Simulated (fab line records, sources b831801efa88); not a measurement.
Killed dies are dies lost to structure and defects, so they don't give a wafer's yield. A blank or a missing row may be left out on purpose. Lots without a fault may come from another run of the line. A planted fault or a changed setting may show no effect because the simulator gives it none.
Which tool did it? | flow gf180mcu | 6 lots, 18 wafers sampled, at 4 steps of a route of 602

WHAT THE GAUGES READ, wafer by wafer
GF_V5_THK_MEAS_25: measures by xrf.
lot  | measured     | on            | V5_W_THK (nm)
L261 | day 27 17:31 | film_metro-02 | 347 346 346
L264 | day 28 09:16 | film_metro-02 | 346 343 347
L268 | day 29 22:10 | film_metro-04 | 351 352 347
L271 | day 30 14:20 | film_metro-01 | 348 345 346
L278 | day 32 11:25 | film_metro-04 | 355 353 358
L281 | day 33 02:04 | film_metro-04 | 350 350 351

WHICH TOOL RAN EACH LOT (tool, then ch and the chambers of the sampled wafers, then the start)
lot  | GF_CONTACT_CMP_27             | GF_M5_ETCH_09                      | GF_V5_STRIP_18
L261 | cmp-02 ch 0,1,2, day 16 17:41 | rie_diel-02 ch 0,1,3, day 26 19:12 | plasma_asher-03 ch 0,1, day 27 16:39
L264 | cmp-01 ch 0,1,2, day 17 11:47 | rie_diel-01 ch 1,3, day 27 11:12   | plasma_asher-03 ch 0,1, day 28 08:23
L268 | cmp-01 ch 0,1, day 19 07:16   | rie_diel-04 ch 0,1,2, day 29 00:40 | plasma_asher-04 ch 0,1, day 29 21:18
L271 | cmp-02 ch 0,1,2, day 20 05:32 | rie_diel-02 ch 0,2, day 29 17:36   | plasma_asher-04 ch 0,1, day 30 13:27
L278 | cmp-01 ch 1,2,3, day 22 20:38 | rie_diel-04 ch 0,1,3, day 31 17:16 | plasma_asher-04 ch 0,1, day 32 10:32
L281 | cmp-01 ch 0,1,3, day 23 12:55 | rie_diel-04 ch 0,2,3, day 32 07:03 | plasma_asher-04 ch 1, day 33 01:08
- GF_CONTACT_CMP_27: polishes, stops on SiO2, t overpolish 15 s, target thk 0 nm.
- GF_M5_ETCH_09: etches Si3N4 in CF4/O2, target depth 52 nm, time 11.6 s.
- GF_V5_STRIP_18: strips in O2/N2.

THE ANSWER, worked out from the rows above alone
Rule: what is usual is taken from the lots themselves. Put in order of their means at a reading, lots are off if they are a third of the lots or fewer, leave a main group of 4 or more, and stand apart from it by a gap of 3 or more times the standard deviation of the main group's means; of several such gaps the widest counts. A main group whose means are all the same, to the digits that the tables above print for the reading, isn't used. A lot without any number at a reading at which 4 lots or more have one is off too. The other lots that the step has rows for count as sound.
No lot is off at any reading shown: from this, nothing can be told.

WHAT THE SIMULATOR HAD PUT IN
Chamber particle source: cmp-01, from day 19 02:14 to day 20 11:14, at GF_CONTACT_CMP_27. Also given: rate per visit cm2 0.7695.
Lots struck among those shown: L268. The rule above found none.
